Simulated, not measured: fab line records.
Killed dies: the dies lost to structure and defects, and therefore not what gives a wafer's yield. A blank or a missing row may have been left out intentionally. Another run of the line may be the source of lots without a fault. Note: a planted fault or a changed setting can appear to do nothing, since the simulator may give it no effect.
Which tool was responsible?    flow sky130    72 wafers from 24 lots sampled at 6 of the route's 708 steps

## WHAT THE GAUGES READ, wafer by wafer
SKY_VIA2_THK_MEAS_23: measures by xrf.
lot   measured      on            VIA2_W_THK (nm)
L074  day 36 10:29  filmMetro-03  420 424 418
L075  day 36 14:29  filmMetro-03  419 425 421
L076  day 37 06:17  filmMetro-02  428 426 427
L077  day 37 04:14  filmMetro-03  417 415 419
L078  day 37 09:08  filmMetro-02  425 427 418
L079  day 37 20:40  filmMetro-03  420 416 418
L080  day 39 03:47  filmMetro-02  426 430 421
L081  day 39 06:29  filmMetro-01  427 426 416
L082  day 39 05:40  filmMetro-03  421 420 422
L083  day 39 08:46  filmMetro-01  420 430 424
L084  day 39 12:34  filmMetro-03  414 413 415
L085  day 39 14:32  filmMetro-03  430 424 423
L086  day 40 00:58  filmMetro-01  417 409 419
L087  day 40 09:07  filmMetro-01  424 415 410
L088  day 40 16:35  filmMetro-02  428 429 424
L089  day 40 17:48  filmMetro-03  413 418 418
L090  day 41 00:36  filmMetro-02  423 423 422
L091  day 41 06:54  filmMetro-03  422 419 418
L092  day 41 19:29  filmMetro-01  423 417 416
L093  day 41 23:44  filmMetro-03  413 413 420
L094  day 42 03:27  filmMetro-02  413 413 418
L095  day 42 11:39  filmMetro-02  420 420 422
L096  day 42 16:47  filmMetro-01  419 422 415
L097  day 42 22:13  filmMetro-01  426 416 420

SKY_METAL5_THK_MEAS_06: measures by xrf.
lot   measured      on            METAL5_ALCU_THK (nm)
L074  day 42 21:24  filmMetro-03  1135 1141 1148
L075  day 43 02:53  filmMetro-02  1143 1148 1140
L076  day 43 15:31  filmMetro-02  1155 1169 1149
L077  day 43 14:26  filmMetro-02  1142 1151 1150
L078  day 43 18:16  filmMetro-02  1165 1169 1169
L079  day 44 06:12  filmMetro-03  1126 1122 1116
L080  day 45 10:27  filmMetro-04  1123 1135 1116
L081  day 45 11:27  filmMetro-03  1151 1129 1140
L082  day 45 09:50  filmMetro-04  1125 1121 1130
L083  day 45 14:21  filmMetro-04  1127 1134 1111
L084  day 45 16:12  filmMetro-04  1133 1127 1130
L085  day 45 18:00  filmMetro-03  1121 1137 1111
L086  day 46 03:04  filmMetro-02  1142 1146 1146
L087  day 46 11:33  filmMetro-03  1109 1130 1115
L088  day 46 16:01  filmMetro-02  1154 1146 1147
L089  day 46 17:10  filmMetro-02  1136 1130 1137
L090  day 46 21:59  filmMetro-04  1124 1134 1141
L091  day 47 01:40  filmMetro-02  1146 1133 1145
L092  day 47 13:43  filmMetro-04  1129 1128 1137
L093  day 47 17:19  filmMetro-04  1139 1144 1143
L094  day 47 20:31  filmMetro-03  1119 1136 1135
L095  day 48 05:12  filmMetro-03  1122 1121 1127
L096  day 48 09:52  filmMetro-04  1099 1123 1102
L097  day 48 13:52  filmMetro-03  1158 1155 1149

## TOOL THAT RAN EACH LOT (tool first, then ch and the chambers of the sampled wafers, then the start)
lot   SKY_GATE_OXIDE_STRIP_13              SKY_VIA2_CVD_21               SKY_METAL3_DESCUM_15              SKY_METAL3_STRIP_19
L074  plasmaAsher-03 ch 0,1, day 14 02:52  cvdW-02 ch 0, day 36 10:06    rieMetal-02 ch 0,1, day 38 13:32  plasmaAsher-01 ch 0, day 38 13:52
L075  plasmaAsher-01 ch 0,1, day 14 04:10  cvdW-01 ch 0,1, day 36 14:14  rieMetal-04 ch 0,1, day 38 18:35  plasmaAsher-02 ch 0,1, day 38 18:55
L076  plasmaAsher-01 ch 0,1, day 14 14:33  cvdW-02 ch 0,1, day 37 06:01  rieMetal-04 ch 0, day 39 10:25    plasmaAsher-03 ch 0, day 39 10:45
L077  plasmaAsher-03 ch 0,1, day 14 16:53  cvdW-02 ch 0,1, day 37 03:59  rieMetal-04 ch 0,1, day 39 07:53  plasmaAsher-02 ch 0,1, day 39 08:14
L078  plasmaAsher-01 ch 0,1, day 15 03:07  cvdW-01 ch 0,1, day 37 08:52  rieMetal-02 ch 0,1, day 39 12:50  plasmaAsher-03 ch 1, day 39 13:10
L079  plasmaAsher-03 ch 0,1, day 15 13:10  cvdW-02 ch 0,1, day 37 20:25  rieMetal-02 ch 0,1, day 40 00:37  plasmaAsher-03 ch 0,1, day 40 00:57
L080  plasmaAsher-03 ch 0,1, day 15 17:13  cvdW-02 ch 0,1, day 39 03:32  rieMetal-02 ch 0,1, day 41 05:44  plasmaAsher-03 ch 0,1, day 41 06:04
L081  plasmaAsher-02 ch 0,1, day 16 13:46  cvdW-01 ch 0,1, day 39 06:14  rieMetal-04 ch 0,1, day 41 08:32  plasmaAsher-01 ch 0,1, day 41 08:52
L082  plasmaAsher-01 ch 0,1, day 16 22:15  cvdW-02 ch 0,1, day 39 05:26  rieMetal-01 ch 0,1, day 41 07:02  plasmaAsher-01 ch 0,1, day 41 07:23
L083  plasmaAsher-02 ch 0,1, day 17 01:58  cvdW-02 ch 0,1, day 39 08:31  rieMetal-01 ch 0,1, day 41 11:00  plasmaAsher-02 ch 0,1, day 41 11:20
L084  plasmaAsher-01 ch 0,1, day 17 05:48  cvdW-01 ch 0,1, day 39 12:20  rieMetal-02 ch 0,1, day 41 13:47  plasmaAsher-02 ch 0,1, day 41 14:08
L085  plasmaAsher-03 ch 0,1, day 17 10:50  cvdW-02 ch 0,1, day 39 14:19  rieMetal-01 ch 0,1, day 41 16:20  plasmaAsher-03 ch 0,1, day 41 16:41
L086  plasmaAsher-03 ch 0,1, day 18 00:22  cvdW-01 ch 0,1, day 40 00:42  rieMetal-02 ch 0,1, day 42 02:10  plasmaAsher-01 ch 0,1, day 42 02:30
L087  plasmaAsher-01 ch 0, day 18 11:24    cvdW-01 ch 0,1, day 40 08:51  rieMetal-01 ch 0,1, day 42 11:55  plasmaAsher-02 ch 0,1, day 42 12:15
L088  plasmaAsher-03 ch 0,1, day 18 20:31  cvdW-01 ch 0,1, day 40 16:20  rieMetal-01 ch 0,1, day 42 17:38  plasmaAsher-03 ch 0, day 42 17:58
L089  plasmaAsher-03 ch 0,1, day 18 20:46  cvdW-02 ch 0,1, day 40 17:33  rieMetal-04 ch 0,1, day 42 18:38  plasmaAsher-02 ch 0,1, day 42 18:58
L090  plasmaAsher-02 ch 0,1, day 19 08:01  cvdW-02 ch 0,1, day 41 00:20  rieMetal-04 ch 0,1, day 43 00:41  plasmaAsher-02 ch 0,1, day 43 01:01
L091  plasmaAsher-02 ch 0,1, day 19 16:59  cvdW-01 ch 0,1, day 41 06:40  rieMetal-02 ch 0,1, day 43 06:55  plasmaAsher-01 ch 0,1, day 43 07:16
L092  plasmaAsher-01 ch 0,1, day 20 12:09  cvdW-01 ch 0,1, day 41 19:14  rieMetal-02 ch 0,1, day 43 18:29  plasmaAsher-02 ch 0,1, day 43 18:49
L093  plasmaAsher-02 ch 0,1, day 20 13:22  cvdW-02 ch 0,1, day 41 23:29  rieMetal-04 ch 0,1, day 43 22:28  plasmaAsher-01 ch 0,1, day 43 22:59
L094  plasmaAsher-01 ch 0,1, day 20 21:22  cvdW-01 ch 0,1, day 42 03:08  rieMetal-04 ch 0,1, day 44 02:17  plasmaAsher-01 ch 0,1, day 44 02:37
L095  plasmaAsher-01 ch 0,1, day 21 03:01  cvdW-02 ch 0,1, day 42 11:23  rieMetal-01 ch 0,1, day 44 10:50  plasmaAsher-01 ch 0,1, day 44 11:10
L096  plasmaAsher-03 ch 0,1, day 21 13:01  cvdW-01 ch 0,1, day 42 16:31  rieMetal-02 ch 0,1, day 44 15:47  plasmaAsher-03 ch 0,1, day 44 16:07
L097  plasmaAsher-03 ch 0,1, day 22 00:19  cvdW-01 ch 0, day 42 21:58    rieMetal-02 ch 0,1, day 44 20:17  plasmaAsher-01 ch 0,1, day 44 20:37
- SKY_GATE_OXIDE_STRIP_13: strips in O2/N2.
- SKY_VIA2_CVD_21: deposits W, target thk 420 nm, time 126.4 s.
- SKY_METAL3_DESCUM_15: chemistry O2, time 8 s.
- SKY_METAL3_STRIP_19: strips in O2/N2.

## WHAT THE TOOLS THEMSELVES READ (means of the sampled wafers that have a number; where no wafer has one, the mark that the record gives instead)
SKY_GATE_OXIDE_STRIP_13.
lot   tool            drypumpMotorCurrentA (A)  oesProductAu (a.u.)  stripTimeToEndpointS (s)
L074  plasmaAsher-03  6.4                       0.716                14.19
L075  plasmaAsher-01  5.5                       0.719                14.14
L076  plasmaAsher-01  5.5                       0.715                14.16
L077  plasmaAsher-03  6.5                       0.713                14.18
L078  plasmaAsher-01  5.5                       0.714                14.15
L079  plasmaAsher-03  6.4                       0.719                14.14
L080  plasmaAsher-03  6.4                       0.718                14.23
L081  plasmaAsher-02  6.1                       0.712                14.17
L082  plasmaAsher-01  5.9                       0.711                14.15
L083  plasmaAsher-02  6.1                       0.719                14.13
L084  plasmaAsher-01  5.5                       0.717                14.12
L085  plasmaAsher-03  6.4                       0.714                14.20
L086  plasmaAsher-03  6.5                       0.714                14.16
L087  plasmaAsher-01  5.0                       0.721                14.18
L088  plasmaAsher-03  6.5                       0.716                14.17
L089  plasmaAsher-03  6.4                       0.720                14.15
L090  plasmaAsher-02  6.1                       0.714                14.17
L091  plasmaAsher-02  6.1                       0.717                14.15
L092  plasmaAsher-01  5.4                       0.713                14.15
L093  plasmaAsher-02  6.1                       0.710                14.14
L094  plasmaAsher-01  6.0                       0.716                14.16
L095  plasmaAsher-01  5.4                       0.717                14.08
L096  plasmaAsher-03  6.5                       0.715                14.19
L097  plasmaAsher-03  6.5                       0.716                14.25

SKY_VIA2_CVD_21.
lot   tool     heaterPowerW (W)
L074  cvdW-02  893
L075  cvdW-01  831
L076  cvdW-02  865
L077  cvdW-02  863
L078  cvdW-01  825
L079  cvdW-02  833
L080  cvdW-02  853
L081  cvdW-01  803
L082  cvdW-02  835
L083  cvdW-02  862
L084  cvdW-01  796
L085  cvdW-02  874
L086  cvdW-01  797
L087  cvdW-01  798
L088  cvdW-01  779
L089  cvdW-02  836
L090  cvdW-02  871
L091  cvdW-01  802
L092  cvdW-01  800
L093  cvdW-02  868
L094  cvdW-01  812
L095  cvdW-02  840
L096  cvdW-01  796
L097  cvdW-01  782

SKY_METAL3_DESCUM_15.
lot   tool         drypumpMotorCurrentA (A)  oesProductAu (a.u.)  rfFwdPowerW (W)
L074  rieMetal-02  6.5                       0.992                147.3
L075  rieMetal-04  5.5                       1.011                146.6
L076  rieMetal-04  5.6                       1.008                146.6
L077  rieMetal-04  5.3                       1.008                147.2
L078  rieMetal-02  6.4                       0.995                147.1
L079  rieMetal-02  6.5                       0.992                147.7
L080  rieMetal-02  6.4                       0.997                146.8
L081  rieMetal-04  5.4                       1.000                146.6
L082  rieMetal-01  6.1                       1.003                147.6
L083  rieMetal-01  6.1                       1.012                147.1
L084  rieMetal-02  6.5                       0.993                147.2
L085  rieMetal-01  5.8                       1.008                146.5
L086  rieMetal-02  6.3                       0.998                147.0
L087  rieMetal-01  6.1                       1.009                146.7
L088  rieMetal-01  5.8                       1.013                147.0
L089  rieMetal-04  5.5                       0.999                146.5
L090  rieMetal-04  5.5                       0.996                146.4
L091  rieMetal-02  6.5                       0.995                147.3
L092  rieMetal-02  6.5                       1.002                147.7
L093  rieMetal-04  5.3                       1.001                146.6
L094  rieMetal-04  5.5                       0.997                146.3
L095  rieMetal-01  6.1                       1.005                147.0
L096  rieMetal-02  6.5                       0.989                147.0
L097  rieMetal-02  6.3                       0.992                146.6

SKY_METAL3_STRIP_19.
lot   tool            drypumpMotorCurrentA (A)  oesProductAu (a.u.)  stripTimeToEndpointS (s)
L074  plasmaAsher-01  5.0                       0.501                6.50
L075  plasmaAsher-02  6.1                       0.500                6.53
L076  plasmaAsher-03  6.6                       0.496                6.49
L077  plasmaAsher-02  6.1                       0.502                6.53
L078  plasmaAsher-03  6.3                       0.503                6.51
L079  plasmaAsher-03  6.4                       0.500                6.55
L080  plasmaAsher-03  6.4                       0.501                6.53
L081  plasmaAsher-01  5.9                       0.497                6.44
L082  plasmaAsher-01  6.0                       0.499                6.47
L083  plasmaAsher-02  6.1                       0.502                6.50
L084  plasmaAsher-02  6.1                       0.492                6.38
L085  plasmaAsher-03  6.5                       0.501                6.56
L086  plasmaAsher-01  5.5                       0.502                6.51
L087  plasmaAsher-02  6.0                       0.499                6.48
L088  plasmaAsher-03  6.6                       0.505                6.55
L089  plasmaAsher-02  6.1                       0.503                6.50
L090  plasmaAsher-02  6.1                       0.506                6.55
L091  plasmaAsher-01  5.9                       0.496                6.38
L092  plasmaAsher-02  6.1                       0.504                6.51
L093  plasmaAsher-01  5.9                       0.495                6.39
L094  plasmaAsher-01  5.9                       0.503                6.53
L095  plasmaAsher-01  5.5                       0.503                6.53
L096  plasmaAsher-03  6.4                       0.503                6.51
L097  plasmaAsher-01  5.5                       0.497                6.41

## THE ANSWER, worked out from the rows above alone
Rule: the lots themselves supply what counts as usual. Put in order of their means at a reading, lots are off if they are a third of the lots or fewer, leave a main group of 4 or more, and stand apart from it by a gap of 3 or more times the standard deviation of the main group's means; of several such gaps the widest counts. If all means in a main group match to the digits the tables above print for the reading, that group is not used. Also off: a lot with no number at a reading for which 4 or more lots have one. All remaining lots with rows at the step are treated as sound. Order of review: gauges by route order, followed by the tools' own readings, for which a lot's mean as printed above is used. At the first step where some lot is off, the reading lying furthest off is the one used; lots without a number count as furthest.
None of the lots is off at any reading shown; this tells nothing.

## WHAT WAS PUT IN BY THE SIMULATOR
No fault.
